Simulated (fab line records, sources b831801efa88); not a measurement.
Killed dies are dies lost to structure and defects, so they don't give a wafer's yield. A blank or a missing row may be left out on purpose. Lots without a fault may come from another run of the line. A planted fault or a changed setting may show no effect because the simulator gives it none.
fab line records | flow sky130
record lots=5 wafers=15 last_day=50
route steps=708 shown METAL3@566 VIA3@573
lots that met no fault: from a run of the same line without faults
start_h: hours from the record's first day to the start of the lot's first wafer shown | wait_h: hours since the lot's step before | " the same as in the row above | L1.1+2: a row that stands for several wafers | - no value, or no start given | * or withheld: withheld | < > ~ a bound
route shown NAME@n: a module of which the file shows steps, and the number in the route of the first | usual: mean/standard deviation of fault-free wafers | same: alike in all rows | chamber/n: place in a boat | sites: the reading at each site | _std_site: their standard deviation | _edge_site: outer sites' mean less inner sites' | radius_mm: how far each site lies from the wafer's centre | mask NAME#n: copy n | behind: the tool/chamber that last shaped the wafer | hold: why the lot was held/for how many hours/how that ended | device: the transistor (n, p or np) that didn't switch | end of line: the same wafers' tests at the end of the route | a step without rows: its recipe alone | killed: dies lost to structure and defects at the first sort, not the wafer's yield | map: a wafer's dies, x killed, . not, _ none there
set.NAME: the setting as run; set.NAME@STEP: as run at that earlier step | model.NAME: the simulator's own value behind a step, which no gauge read
lots at some steps of the route; a table a step, a row a wafer
services: from which hour (start_h, from the record's first day; less than 0 if before it) a tool's chamber was out of use, for how many hours, and why
## steps
# step SKY_METAL3_ETCH_16
# recipe chemistry=N2/H2 target=BARC ion_energy_ev=200 bias_w=100 pressure_mtorr=30 n2_flow_sccm=100 h2_flow_sccm=200 icp_w=500 stop_on=SiO2 time_s=88.2 target_depth_a=600
# usual chamber_pressure_mTorr=29.999/0.029 drypump_motor_current_A=6.03/0.28 n2_flow_sccm=100.0/0.32 oes_product_au=0.626/0.0042 throttle_valve_pct=13.205/0.0091
# columns lot.wafer tool chamber start_h wait_h chamber_pressure_mTorr drypump_motor_current_A n2_flow_sccm oes_product_au rf_hours_counter_h throttle_valve_pct
L074.2 rie_metal-03 0 894.01 0.0 29.945 6.04 100.8 0.623 9 13.211
L074.4 " 1 " " 29.994 6.27 99.6 0.623 - 13.203
L074.5 " 0 " " 30.010 6.05 100.5 0.623 - 13.219
L078.3 rie_metal-01 1 921.29 0.0 29.966 5.51 100.4 0.622 - 13.209
L078.4 " 0 " " 30.004 6.42 100.3 0.628 - 13.208
L078.6 " 1 " " 30.016 5.49 99.8 0.621 - 13.203
L084.3 rie_metal-04 1 986.19 0.0 30.007 6.08 99.7 0.617 - 13.205
L084.4 " 0 " " 29.996 5.82 99.9 0.629 - 13.210
L084.6 " 1 " " 30.007 6.08 99.8 0.626 - 13.219
L085.1 rie_metal-03 0 994.21 0.0 29.977 6.03 99.6 0.629 13 13.203
L085.3 " 1 " " 29.957 6.24 100.2 0.626 - 13.193
L085.5 " 0 " " 29.995 6.06 99.7 0.627 - 13.217
L097.2 rie_metal-03 0 1055.20 0.0 30.015 6.06 100.0 0.617 17 13.214
L097.4 " 0 " " 29.997 6.04 99.9 0.623 - 13.194
L097.6 " 0 " " 30.027 6.06 99.9 0.627 - 13.206
# step SKY_METAL3_ETCH_17
# recipe target=SiO2 stop_on=TiN chemistry=C4F8/O2/Ar source_w=1500 bias_w=1200 pressure_mtorr=40 c4f8_flow_sccm=withheld O2_flow_sccm=6 Ar_flow_sccm=300 time_s=3.9 target_depth_a=150
# usual chamber_pressure_mTorr=40.00/0.043 oes_product_au=0.753/0.0066
# columns lot.wafer tool chamber start_h wait_h chamber_pressure_mTorr oes_product_au rf_hours_counter_h
L074.2 rie_diel-04 3 894.11 0.1 39.99 0.747 16
L074.4 " 0 " " 39.93 0.745 12
L074.5 " 3 " " 40.01 0.757 -
L078.3 rie_diel-02 2 921.36 0.0 39.97 0.753 7
L078.4 " 0 " " 39.94 0.750 7
L078.6 " 0 " " 39.98 0.758 -
L084.3 rie_diel-02 2 986.26 0.0 40.02 0.744 9
L084.4 " 1 " " 40.00 0.760 17
L084.6 " 3 " " 39.97 0.754 -
L085.1 rie_diel-04 2 994.31 0.1 39.98 0.748 21
L085.3 " 0 " " 39.93 0.752 14
L085.5 " 1 " " 40.02 0.761 -
L097.2 rie_diel-02 2 1055.29 0.1 40.06 0.747 12
L097.4 " 3 " " 39.97 0.763 -
L097.6 " 2 " " 39.99 0.759 -
# step SKY_METAL3_METAL_ETCH_18
# recipe target_depth_a=8450 stop_on=SiO2 over_etch_frac=0.3 time_s=183.1 chemistry=Cl2/BCl3 resist_sidewall_deg=88 pressure_mtorr=10 icp_w=900 bias_w=48.5 Cl2_flow_sccm=60 bcl3_flow_sccm=30
# usual bcl3_flow_sccm=29.99/0.091 chamber_pressure_mTorr=10.000/0.0098 drypump_motor_current_A=6.0/0.34 oes_product_au=0.867/0.0064 throttle_valve_pct=22.265/0.0097
# columns lot.wafer tool chamber start_h wait_h bcl3_flow_sccm chamber_pressure_mTorr drypump_motor_current_A oes_product_au rf_hours_counter_h throttle_valve_pct
L074.2 rie_metal-01 0 894.13 0.0 29.90 9.996 6.4 0.864 2 22.277
L074.4 " 0 " " 29.99 10.004 6.4 0.856 - 22.265
L074.5 " 0 " " 29.94 9.994 6.4 0.875 - 22.279
L078.3 rie_metal-03 0 921.44 0.1 29.99 10.011 6.0 0.868 - 22.273
L078.4 " 1 " " 30.03 10.001 6.2 0.865 - 22.238
L078.6 " 0 " " 30.01 10.008 6.0 0.868 - 22.258
L084.3 rie_metal-01 0 986.34 0.1 29.95 9.989 6.4 0.863 - 22.276
L084.4 " 1 " " 30.10 9.997 5.5 0.861 - 22.260
L084.6 " 0 " " 29.92 9.995 6.4 0.874 - 22.269
L085.1 rie_metal-01 1 994.33 0.0 30.06 9.990 5.5 0.859 19 22.271
L085.3 " 1 " " 30.02 9.986 5.5 0.855 - 22.269
L085.5 " 0 " " 30.02 10.005 6.4 0.867 - 22.275
L097.2 rie_metal-01 1 1055.31 0.0 30.03 9.996 5.5 0.875 22 22.246
L097.4 " 0 " " 29.95 9.993 6.4 0.867 - 22.261
L097.6 " 0 " " 29.97 9.997 6.4 0.869 - 22.272
# step SKY_METAL3_STRIP_19
# recipe chemistry=O2/N2 power_w=1400 pressure_mtorr=1500 platen_temp_c=withheld o2_flow_sccm=3000 n2_flow_sccm=300 overash_fraction=0.5
# usual chamber_pressure_mTorr=1500.0/1.4 drypump_motor_current_A=5.5/0.45 n2_flow_sccm=299.9/0.89 oes_product_au=0.501/0.0062 strip_time_to_endpoint_s=6.51/0.098
# columns lot.wafer tool chamber start_h wait_h chamber_pressure_mTorr drypump_motor_current_A n2_flow_sccm oes_product_au rf_hours_counter_h strip_time_to_endpoint_s
L074.2 plasma_asher-02 0 894.31 0.1 1497.0 5.7 300.1 0.506 48 6.51
L074.4 " 0 " " 1499.0 5.7 300.0 0.505 - 6.55
L074.5 " 0 " " 1499.6 5.7 301.0 0.505 - 6.53
L078.3 plasma_asher-01 1 921.59 0.1 1499.8 5.3 299.8 0.503 - 6.48
L078.4 " 0 " " 1499.2 5.4 300.4 0.497 - 6.58
L078.6 " 1 " " 1501.7 5.3 299.7 0.496 - 6.48
L084.3 plasma_asher-02 1 986.49 0.1 1498.9 4.7 299.3 0.502 - 6.52
L084.4 " 0 " " 1500.2 5.7 300.5 0.513 - 6.63
L084.6 " 0 " " 1498.7 5.7 299.0 0.514 - 6.62
L085.1 plasma_asher-01 0 994.51 0.1 1503.7 5.4 300.6 0.501 89 6.58
L085.3 " 0 " " 1501.5 5.4 299.7 0.500 - 6.59
L085.5 " 0 " " 1500.6 5.4 301.4 0.503 - 6.51
L097.2 plasma_asher-01 1 1055.49 0.1 1499.2 5.3 298.0 0.509 96 6.60
L097.4 " 1 " " 1499.9 5.3 298.8 0.509 - 6.53
L097.6 " 0 " " 1499.2 5.4 301.1 0.505 - 6.57
# step SKY_METAL3_STRIP_20
# recipe chemistry=post_etch_residue_remover time_s=1200 temp_c=72.5
# columns lot.wafer tool chamber start_h wait_h
L074.2+4+5 wet_bench-01 1 894.41 0.1
L078.3+4+6 wet_bench-02 0 921.66 0.0
L084.3+4+6 wet_bench-01 3 986.56 0.0
L085.1+3+5 wet_bench-03 2 994.61 0.1
L097.2+4+6 wet_bench-02 2 1055.59 0.1
# step SKY_METAL3_CLEAN_21
# recipe chemistry=IPA time_s=180 temp_c=25
# columns lot.wafer tool chamber start_h wait_h
L074.2+4+5 wet_bench-02 1 894.75 0.0
L078.3+4+6 wet_bench-03 1 922.00 0.0
L084.3+4+6 wet_bench-03 0 986.93 0.0
L085.1+3+5 wet_bench-01 3 995.29 0.0
L097.2+4+6 wet_bench-03 3 1055.93 0.0
# step SKY_METAL3_CLEAN_22
# recipe chemistry=O3/DIW dry=n2_spin
# columns lot.wafer tool chamber start_h wait_h
L074.2+4+5 wet_bench-03 1 894.81 0.0
L078.3+4+6 wet_bench-01 1 922.06 0.0
L084.3+4+6 wet_bench-02 0 987.04 0.0
L085.1+3+5 wet_bench-03 3 995.35 0.0
L097.2+4+6 wet_bench-01 3 1056.00 0.0
# step SKY_VIA3_HDPCVD_00
# recipe material=SiO2 target_thk_nm=1635 sigma_open_frac=0.3 time_s=272.5 temp_c=400 sih4_flow_sccm=60 pressure_mtorr=6
# columns lot.wafer tool chamber start_h wait_h
L074.2+4+5 hdpcvd-01 2,2,0 894.91 0.0
L078.3+4+6 hdpcvd-02 0,2,1 922.15 0.0
L084.3+4+6 hdpcvd-02 0,0,2 987.14 0.0
L085.1+3+5 hdpcvd-01 2,0,1 995.54 0.0
L097.2+4+6 hdpcvd-02 0,2,0 1056.10 0.0
# step SKY_VIA3_THK_MEAS_01
# recipe reads=SiO2_of_VIA3_HDPCVD_00
# usual VIA3_HDPCVD_THK=1640/19
# columns lot.wafer tool chamber start_h wait_h VIA3_HDPCVD_THK[nm]
L074.2 film_metro-03 - 895.09 0.1 1649
L074.4 " - " " 1634
L074.5 " - " " 1660
L078.3 film_metro-04 - 922.33 0.1 1638
L078.4 " - " " 1644
L078.6 " - " " 1622
L084.3 film_metro-02 - 987.32 0.1 1628
L084.4 " - " " 1632
L084.6 " - " " 1631
L085.1 film_metro-03 - 995.70 0.1 1649
L085.3 " - " " 1679
L085.5 " - " " 1671
L097.2 film_metro-02 - 1056.27 0.1 1623
L097.4 " - " " 1655
L097.6 " - " " 1628
# step SKY_VIA3_CMP_02
# recipe material=SiO2 down_force_psi=4 platen_rpm=60 pad_velocity_m_s=0.94248
# usual motor_current_A=11.6/0.78
# columns lot.wafer tool chamber start_h wait_h motor_current_A
L074.4 cmp-02 2 895.19 0.1 11.9
L074.2 " 0 " " 11.8
L074.5 " 1 " " 11.5
L078.4 cmp-01 3 922.42 0.1 12.7
L078.3 " 1 " " 11.6
L078.6 " 3 " " 12.1
L084.3 cmp-02 3 987.48 0.1 10.9
L084.4 " 0 " " 11.9
L084.6 " 2 " " 11.5
L085.3 cmp-01 1 995.86 0.1 11.4
L085.1 " 2 " " 12.9
L085.5 " 3 " " 12.6
L097.4 cmp-02 0 1056.42 0.1 11.7
L097.2 " 1 " " 11.5
L097.6 " 2 " " 10.9
# step SKY_VIA3_BOW_MEAS_03
# recipe mode=bow
# usual VIA3_BOW=82/8.1
# columns lot.wafer tool chamber start_h wait_h VIA3_BOW[um]
L074.2 film_metro-03 - 895.46 0.1 72
L074.4 " - " " 90
L074.5 " - " " 78
L078.3 film_metro-02 - 922.71 0.1 72
L078.4 " - " " 74
L078.6 " - " " 83
L084.3 film_metro-04 - 987.77 0.2 83
L084.4 " - " " 78
L084.6 " - " " 84
L085.1 film_metro-04 - 996.06 0.1 85
L085.3 " - " " 73
L085.5 " - " " 88
L097.2 film_metro-03 - 1056.64 0.1 80
L097.4 " - " " 90
L097.6 " - " " 92
# step SKY_VIA3_DEHYDRATE_04
# recipe temp_c=200 time_s=60
# usual chill_plate_temp_C=22.99/0.089
# columns lot.wafer tool chamber start_h wait_h chill_plate_temp_C
L074.2 litho_track-01 0 907.88 12.4 22.85
L074.4 " 0 " " 23.00
L074.5 " 0 " " 23.10
L078.3 litho_track-01 0 934.61 11.9 23.06
L078.4 " 0 " " 22.96
L078.6 " 0 " " 23.05
L084.3 litho_track-02 0 998.97 11.2 23.00
L084.4 " 0 " " 23.07
L084.6 " 0 " " 22.97
L085.1 litho_track-02 0 1007.52 11.4 22.85
L085.3 " 0 " " 22.90
L085.5 " 0 " " 22.93
L097.2 litho_track-01 0 1066.48 9.8 23.13
L097.4 " 0 " " 22.94
L097.6 " 0 " " 22.99
# step SKY_VIA3_HMDS_05
# recipe prime_time_s=60 prime_temp_c=120
# usual chill_plate_temp_C=23.00/0.11
# columns lot.wafer tool chamber start_h wait_h chill_plate_temp_C
L074.2 litho_track-01 0 908.03 0.1 23.19
L074.4 " 0 " " 23.05
L074.5 " 0 " " 23.06
L078.3 litho_track-01 0 934.76 0.1 23.08
L078.4 " 0 " " 23.14
L078.6 " 0 " " 22.86
L084.3 litho_track-02 0 999.12 0.1 23.01
L084.4 " 0 " " 23.05
L084.6 " 0 " " 22.91
L085.1 litho_track-02 0 1007.67 0.1 22.98
L085.3 " 0 " " 22.89
L085.5 " 0 " " 22.77
L097.2 litho_track-01 0 1066.63 0.1 23.14
L097.4 " 0 " " 23.00
L097.6 " 0 " " 22.93
# step SKY_VIA3_COAT_06
# recipe resist=BARC temp_c=withheld time_s=withheld spin_rpm=3000 resist_thk_nm=60
# usual chill_plate_temp_C=*
# columns lot.wafer tool chamber start_h wait_h chill_plate_temp_C
L074.2 litho_track-01 0 908.18 0.1 *
L074.4 " 0 " " *
L074.5 " 0 " " *
L078.3 litho_track-01 0 934.91 0.1 *
L078.4 " 0 " " *
L078.6 " 0 " " *
L084.3 litho_track-02 0 999.27 0.1 *
L084.4 " 0 " " *
L084.6 " 0 " " *
L085.1 litho_track-02 0 1007.82 0.1 *
L085.3 " 0 " " *
L085.5 " 0 " " *
L097.2 litho_track-01 0 1066.78 0.1 *
L097.4 " 0 " " *
L097.6 " 0 " " *
# step SKY_VIA3_COAT_07
# recipe resist=KrF-thick spin_rpm=3000 resist_thk_nm=450
# usual chill_plate_temp_C=22.99/0.11
# columns lot.wafer tool chamber start_h wait_h chill_plate_temp_C
L074.2 litho_track-01 0 - - 23.07
L074.4 " 0 " " 23.00
L074.5 " 0 " " 23.05
L078.3 litho_track-01 0 - - 23.01
L078.4 " 0 " " 22.96
L078.6 " 0 " " 23.21
L084.3 litho_track-02 0 - - 22.93
L084.4 " 0 " " 23.05
L084.6 " 0 " " 23.11
L085.1 litho_track-02 0 - - 22.95
L085.3 " 0 " " 22.93
L085.5 " 0 " " 22.84
L097.2 litho_track-01 0 - - 22.86
L097.4 " 0 " " 22.93
L097.6 " 0 " " 22.93
# step SKY_VIA3_SOFTBAKE_08
# recipe temp_c=100 time_s=90 resist=KrF-thick
# usual chill_plate_temp_C=23.01/0.11
# columns lot.wafer tool chamber start_h wait_h chill_plate_temp_C
L074.2 litho_track-01 0 - - 23.18
L074.4 " 0 " " 23.28
L074.5 " 0 " " 23.11
L078.3 litho_track-01 0 - - 22.80
L078.4 " 0 " " 23.03
L078.6 " 0 " " 22.93
L084.3 litho_track-02 0 - - 23.04
L084.4 " 0 " " 23.10
L084.6 " 0 " " 22.99
L085.1 litho_track-02 0 - - 23.14
L085.3 " 0 " " 23.22
L085.5 " 0 " " 23.06
L097.2 litho_track-01 0 - - 23.11
L097.4 " 0 " " 23.05
L097.6 " 0 " " 23.15
# step SKY_VIA3_EXPOSE_09
# recipe mask_id=VIM3 na=0.8 source_shape=annular sigma_inner=0.55 sigma_outer=0.85 target_cd_nm=200 dose_mj=38
# usual reticle_temp_C=22.99/0.1
# columns lot.wafer tool chamber start_h wait_h mask reticle_temp_C
L074.2 krf_scanner-02 0 - - VIM3#0 23.10
L074.4 " 0 " " VIM3#0 23.06
L074.5 " 0 " " VIM3#0 23.13
L078.3 krf_scanner-02 0 - - VIM3#0 22.89
L078.4 " 0 " " VIM3#0 22.97
L078.6 " 0 " " VIM3#0 22.86
L084.3 krf_scanner-01 0 - - VIM3#0 23.06
L084.4 " 0 " " VIM3#0 23.00
L084.6 " 0 " " VIM3#0 23.09
L085.1 krf_scanner-01 0 - - VIM3#0 22.86
L085.3 " 0 " " VIM3#0 22.85
L085.5 " 0 " " VIM3#0 22.87
L097.2 krf_scanner-02 0 - - VIM3#0 22.67
L097.4 " 0 " " VIM3#0 22.98
L097.6 " 0 " " VIM3#0 22.91
# step SKY_VIA3_PEB_10
# recipe peb_temp_c=withheld peb_time_s=withheld resist=KrF-thick
# usual chill_plate_temp_C=*
# columns lot.wafer tool chamber start_h wait_h chill_plate_temp_C
L074.2 litho_track-01 0 - - *
L074.4 " 0 " " *
L074.5 " 0 " " *
L078.3 litho_track-03 0 - - *
L078.4 " 0 " " *
L078.6 " 0 " " *
L084.3 litho_track-02 0 - - *
L084.4 " 0 " " *
L084.6 " 0 " " *
L085.1 litho_track-02 0 - - *
L085.3 " 0 " " *
L085.5 " 0 " " *
L097.2 litho_track-01 0 - - *
L097.4 " 0 " " *
L097.6 " 0 " " *
# step SKY_VIA3_DEVELOP_11
# recipe develop_time_s=60 resist=KrF-thick dev_temp_c=21
# usual chill_plate_temp_C=23.01/0.11
# columns lot.wafer tool chamber start_h wait_h chill_plate_temp_C
L074.2 litho_track-01 0 - - 22.98
L074.4 " 0 " " 23.10
L074.5 " 0 " " 22.96
L078.3 litho_track-03 0 - - 23.08
L078.4 " 0 " " 23.06
L078.6 " 0 " " 23.09
L084.3 litho_track-02 0 - - 22.97
L084.4 " 0 " " 23.12
L084.6 " 0 " " 22.98
L085.1 litho_track-02 0 - - 23.08
L085.3 " 0 " " 22.90
L085.5 " 0 " " 23.10
L097.2 litho_track-01 0 - - 23.25
L097.4 " 0 " " 23.31
L097.6 " 0 " " 23.16
# step SKY_VIA3_CD_MEAS_12
# recipe target_cd_nm=200
# usual cd_nm=200.5/1.5
# columns lot.wafer tool chamber start_h wait_h cd_nm
L074.2 cd_sem-02 - 920.88 - 200.8
L074.4 " - " " 201.4
L074.5 " - " " 201.0
L078.3 cd_sem-02 - 947.59 - 201.3
L078.4 " - " " 203.0
L078.6 " - " " 201.0
L084.3 cd_sem-01 - 1012.12 - 201.6
L084.4 " - " " 198.6
L084.6 " - " " 199.8
L085.1 cd_sem-01 - 1019.67 - 200.5
L085.3 " - " " 199.9
L085.5 " - " " 199.7
L097.2 cd_sem-01 - 1077.83 - 201.1
L097.4 " - " " 200.0
L097.6 " - " " 200.4
# step SKY_VIA3_OVL_MEAS_13
# usual VIA3_OVL=-4/4.4
# columns lot.wafer tool chamber start_h wait_h VIA3_OVL[nm]
L074.2 overlay-01 - 920.98 0.1 3
L074.4 " - " " -3
L074.5 " - " " -8
L078.3 overlay-02 - 947.68 0.1 0
L078.4 " - " " -3
L078.6 " - " " 6
L084.3 overlay-01 - 1012.21 0.1 -8
L084.4 " - " " -5
L084.6 " - " " -5
L085.1 overlay-01 - 1019.79 0.1 -14
L085.3 " - " " -7
L085.5 " - " " -6
L097.2 overlay-02 - 1077.93 0.1 -5
L097.4 " - " " -1
L097.6 " - " " 5
# step SKY_VIA3_ETCH_14
# recipe chemistry=N2/H2 target=BARC ion_energy_ev=200 source_w=500 bias_w=100 pressure_mtorr=30 n2_flow_sccm=100 h2_flow_sccm=200 stop_on=SiO2 time_s=45.9 target_depth_a=600
# usual chamber_pressure_mTorr=30.00/0.03 drypump_motor_current_A=5.7/0.33 n2_flow_sccm=99.99/0.29 oes_product_au=0.854/0.0051 throttle_valve_pct=13.225/0.0076
# columns lot.wafer tool chamber start_h wait_h chamber_pressure_mTorr drypump_motor_current_A n2_flow_sccm oes_product_au rf_hours_counter_h throttle_valve_pct
L074.2 rie_diel-01 3 921.01 0.0 30.00 5.6 100.00 0.847 15 13.230
L074.4 " 0 " " 29.99 5.4 100.34 0.856 13 13.234
L074.5 " 0 " " 29.99 5.4 100.44 0.852 - 13.230
L078.3 rie_diel-02 3 947.70 0.0 29.94 5.8 99.75 0.853 4 13.229
L078.4 " 0 " " 30.01 6.3 99.61 0.859 7 13.224
L078.6 " 0 " " 30.01 6.3 99.83 0.852 - 13.227
L084.3 rie_diel-01 3 1012.23 0.0 30.02 5.7 99.76 0.849 17 13.221
L084.4 " 2 " " 30.01 5.1 99.85 0.849 21 13.224
L084.6 " 1 " " 30.01 6.0 99.95 0.843 - 13.235
L085.1 rie_diel-01 2 1019.83 0.0 29.96 5.1 99.70 0.861 21 13.228
L085.3 " 0 " " 30.03 5.4 99.65 0.850 16 13.230
L085.5 " 0 " " 29.99 5.4 99.76 0.852 - 13.224
L097.2 rie_diel-03 1 1077.96 0.0 30.04 5.7 99.73 0.859 8 13.238
L097.4 " 3 " " 30.06 5.8 99.92 0.850 16 13.223
L097.6 " 2 " " 29.99 5.4 100.02 0.849 - 13.225
# step SKY_VIA3_ETCH_15
# recipe target=SiO2 chemistry=C4F8/O2/Ar target_depth_nm=507 stop_on=TiN mask_material=KrF-thick source_w=1500 bias_w=1200 pressure_mtorr=40 c4f8_flow_sccm=withheld O2_flow_sccm=6 Ar_flow_sccm=300 time_s=78
# usual chamber_pressure_mTorr=40.00/0.041 oes_product_au=0.945/0.0045
# columns lot.wafer tool chamber start_h wait_h chamber_pressure_mTorr oes_product_au
L074.2 rie_diel-01 3 921.06 0.0 39.98 0.949
L074.4 " 0 " " 40.01 0.943
L074.5 " 0 " " 40.03 0.947
L078.3 rie_diel-02 3 947.75 0.0 39.96 0.944
L078.4 " 0 " " 39.95 0.948
L078.6 " 0 " " 40.03 0.953
L084.3 rie_diel-01 3 1012.28 0.0 40.13 0.945
L084.4 " 2 " " 39.97 0.936
L084.6 " 1 " " 39.99 0.946
L085.1 rie_diel-01 2 1019.87 0.0 40.03 0.947
L085.3 " 0 " " 40.03 0.945
L085.5 " 0 " " 39.99 0.940
L097.2 rie_diel-03 1 1078.01 0.0 39.98 0.943
L097.4 " 3 " " 39.99 0.947
L097.6 " 2 " " 39.99 0.941
# step SKY_VIA3_STRIP_16
# recipe chemistry=O2/N2 power_w=1400 pressure_mtorr=1500 platen_temp_c=withheld o2_flow_sccm=3000 n2_flow_sccm=300 overash_fraction=0.5
# usual chamber_pressure_mTorr=1500.2/1.4 drypump_motor_current_A=5.7/0.45 n2_flow_sccm=300.0/0.83 oes_product_au=0.402/0.0047 strip_time_to_endpoint_s=4.132/0.025
# columns lot.wafer tool chamber start_h wait_h chamber_pressure_mTorr drypump_motor_current_A n2_flow_sccm oes_product_au rf_hours_counter_h strip_time_to_endpoint_s
L074.2 plasma_asher-03 0 921.12 0.0 1499.2 6.2 299.2 0.407 102 4.086
L074.4 " 1 " " 1503.1 5.9 300.5 0.407 - 4.119
L074.5 " 1 " " 1500.9 5.9 299.4 0.398 - 4.115
L078.3 plasma_asher-03 0 947.84 0.1 1498.3 6.2 299.0 0.399 - 4.135
L078.4 " 1 " " 1500.7 5.9 299.9 0.396 - 4.099
L078.6 " 1 " " 1497.9 5.9 301.1 0.407 - 4.073
L084.3 plasma_asher-04 1 1012.37 0.1 1498.5 5.8 300.2 0.400 - 4.189
L084.4 " 0 " " 1500.8 5.9 300.4 0.395 - 4.141
L084.6 " 0 " " 1499.6 5.9 300.6 0.398 - 4.127
L085.1 plasma_asher-02 1 1019.93 0.0 1497.3 4.7 300.2 0.407 58 4.131
L085.3 " 0 " " 1501.4 5.7 300.9 0.398 - 4.168
L085.5 " 0 " " 1503.4 5.7 299.9 0.403 - 4.163
L097.2 plasma_asher-02 1 1078.07 0.0 1500.2 4.7 299.5 0.399 64 4.122
L097.4 " 0 " " 1502.2 5.7 300.0 0.404 - 4.084
L097.6 " 0 " " 1499.9 5.7 299.7 0.400 - 4.135
# step SKY_VIA3_STRIP_17
# recipe chemistry=post_etch_residue_remover time_s=1200 temp_c=72.5
# columns lot.wafer tool chamber start_h wait_h
L074.2+4+5 wet_bench-04 0 921.21 0.1
L078.3+4+6 wet_bench-03 2 947.91 0.0
L084.3+4+6 wet_bench-03 1 1012.44 0.0
L085.1+3+5 wet_bench-01 0 1020.03 0.1
L097.2+4+6 wet_bench-03 3 1078.17 0.1
# step SKY_VIA3_CLEAN_18
# recipe chemistry=IPA time_s=180 temp_c=25
# columns lot.wafer tool chamber start_h wait_h
L074.2+4+5 wet_bench-03 2 921.56 0.0
L078.3+4+6 wet_bench-01 3 948.28 0.0
L084.3+4+6 wet_bench-04 0 1012.78 0.0
L085.1+3+5 wet_bench-04 1 1020.37 0.0
L097.2+4+6 wet_bench-01 0 1078.51 0.0
# step SKY_VIA3_CLEAN_19
# recipe chemistry=O3/DIW dry=n2_spin
# columns lot.wafer tool chamber start_h wait_h
L074.2+4+5 wet_bench-01 0 921.61 0.0
L078.3+4+6 wet_bench-04 1 948.34 0.0
L084.3+4+6 wet_bench-03 0 1012.84 0.0
L085.1+3+5 wet_bench-03 0 1020.43 0.0
L097.2+4+6 wet_bench-03 0 1078.57 0.0
# step SKY_VIA3_SPUTTER_20
# recipe material=TiN target_thk_nm=20 chamber_pressure_pa=5 power_w=4000 time_s=80
# usual chamber_pressure_pa=4.999/0.0091 throttle_valve_pct=29.6/0.85
# columns lot.wafer tool chamber start_h wait_h chamber_pressure_pa throttle_valve_pct
L074.2 pvd_sputter-01 - 921.71 0.0 4.997 30.9
L074.4 " - " " 4.997 29.0
L074.5 " - " " 4.988 28.6
L078.3 pvd_sputter-03 - 948.43 0.0 4.990 29.7
L078.4 " - " " 5.013 28.9
L078.6 " - " " 4.999 29.6
L084.3 pvd_sputter-01 - 1012.93 0.0 4.981 28.7
L084.4 " - " " 4.983 29.4
L084.6 " - " " 4.987 28.5
L085.1 pvd_sputter-03 - 1020.52 0.0 5.001 28.9
L085.3 " - " " 4.993 30.0
L085.5 " - " " 4.992 30.4
L097.2 pvd_sputter-01 - 1078.66 0.0 5.001 29.4
L097.4 " - " " 5.008 29.2
L097.6 " - " " 4.998 30.6
# step SKY_VIA3_CVD_21
# recipe material=W target_thk_nm=390 time_s=117.31 temp_c=400 pressure_torr=40
# usual heater_power_w=840/58
# columns lot.wafer tool chamber start_h wait_h heater_power_w
L074.2 cvd_w-02 1 921.77 0.0 839
L074.4 " 1 " " 824
L074.5 " 0 " " 905
L078.3 cvd_w-01 0 948.53 0.1 749
L078.4 " 1 " " 865
L078.6 " 1 " " 862
L084.3 cvd_w-01 1 1013.03 0.1 865
L084.4 " 0 " " 729
L084.6 " 0 " " 752
L085.1 cvd_w-01 0 1020.58 0.0 767
L085.3 " 0 " " 764
L085.5 " 0 " " 738
L097.2 cvd_w-02 0 1078.72 0.0 901
L097.4 " 0 " " 905
L097.6 " 0 " " 900
# step SKY_VIA3_RS_MEAS_22
# recipe thk_meas_gauge=four-point-probe reads=W_of_VIA3_CVD_21+TiN_of_VIA3_SPUTTER_20
# usual VIA3_W_RS=0.296/0.0039
# columns lot.wafer tool chamber start_h wait_h VIA3_W_RS[ohm/sq]
L074.2 film_metro-04 - 921.91 0.1 0.292
L074.4 " - " " 0.294
L074.5 " - " " 0.297
L078.3 film_metro-03 - 948.65 0.1 0.287
L078.4 " - " " 0.295
L078.6 " - " " 0.293
L084.3 film_metro-04 - 1013.15 0.1 0.294
L084.4 " - " " 0.292
L084.6 " - " " 0.290
L085.1 film_metro-04 - 1020.71 0.1 0.290
L085.3 " - " " 0.290
L085.5 " - " " 0.291
L097.2 film_metro-04 - 1078.86 0.1 0.301
L097.4 " - " " 0.301
L097.6 " - " " 0.301
# step SKY_VIA3_THK_MEAS_23
# recipe thk_meas_gauge=xrf reads=W_of_VIA3_CVD_21
# usual VIA3_W_THK=398/6.7
# columns lot.wafer tool chamber start_h wait_h VIA3_W_THK[nm]
L074.2 film_metro-04 - 922.02 0.1 397
L074.4 " - " " 397
L074.5 " - " " 392
L078.3 film_metro-03 - 948.75 0.1 405
L078.4 " - " " 390
L078.6 " - " " 395
L084.3 film_metro-04 - 1013.25 0.1 398
L084.4 " - " " 405
L084.6 " - " " 404
L085.1 film_metro-04 - 1020.83 0.1 405
L085.3 " - " " 406
L085.5 " - " " 403
L097.2 film_metro-04 - 1078.97 0.1 389
L097.4 " - " " 389
L097.6 " - " " 388
# step SKY_VIA3_CMP_24
# recipe stop_on=SiO2 t_overpolish_s=20 down_force_psi=3.5 platen_rpm=60 target_thk_nm=0 pad_velocity_m_s=0.94248
# usual motor_current_A=10.6/0.76 overpolish_run_s=20.000/0.011 time_to_endpoint_s=93/3.7
# columns lot.wafer tool chamber start_h wait_h motor_current_A overpolish_run_s time_to_endpoint_s
L074.2 cmp-02 1 922.07 0.0 9.9 19.996 93
L074.4 " 3 " " 9.7 19.986 100
L074.5 " 1 " " 10.0 20.001 91
L078.3 cmp-01 1 948.89 0.1 10.3 20.006 102
L078.4 " 2 " " 11.9 20.003 99
L078.6 " 0 " " 10.0 19.993 91
L084.4 cmp-02 1 1013.29 0.0 10.1 20.013 93
L084.3 " 3 " " 10.4 20.003 95
L084.6 " 2 " " 11.3 20.009 93
L085.3 cmp-02 0 1020.89 0.0 10.1 19.986 94
L085.1 " 1 " " 9.7 20.003 92
L085.5 " 0 " " 10.6 19.991 89
L097.2 cmp-01 1 1079.07 0.1 10.6 19.988 95
L097.4 " 2 " " 11.8 20.003 96
L097.6 " 0 " " 9.6 20.001 91
## services
# columns tool chamber start_h hours kind
rie_diel-02 1 890.57 4.6 repair
cmp-01 - 897.77 2.9 repair
rie_diel-02 - 898.53 0.5 repair
plasma_asher-02 - 903.23 1.2 repair
cmp-02 - 912.00 4.0 pm
rie_metal-01 - 926.48 0.4 repair
cmp-02 - 940.30 20.5 pm
wet_bench-01 - 945.22 1.9 repair
rie_diel-01 2 947.22 28.2 repair
plasma_asher-02 - 958.05 17.6 repair
rie_diel-01 - 960.00 0.8 repair
cmp-01 - 960.99 6.4 pm
cmp-02 - 962.09 1.8 repair
cmp-02 - 973.89 1.0 repair
cmp-01 - 1027.77 1.6 repair
cmp-02 - 1030.00 5.4 repair
cmp-02 - 1036.15 3.9 pm
cmp-02 - 1041.37 3.3 pm
rie_diel-02 0 1046.18 16.5 repair
rie_metal-03 - 1060.94 0.9 repair
rie_metal-01 0 1062.07 19.1 repair
wet_bench-02 - 1065.90 4.4 pm
cmp-01 - 1068.70 2.3 repair
rie_metal-03 - 1074.39 2.8 pm
## key
fault none
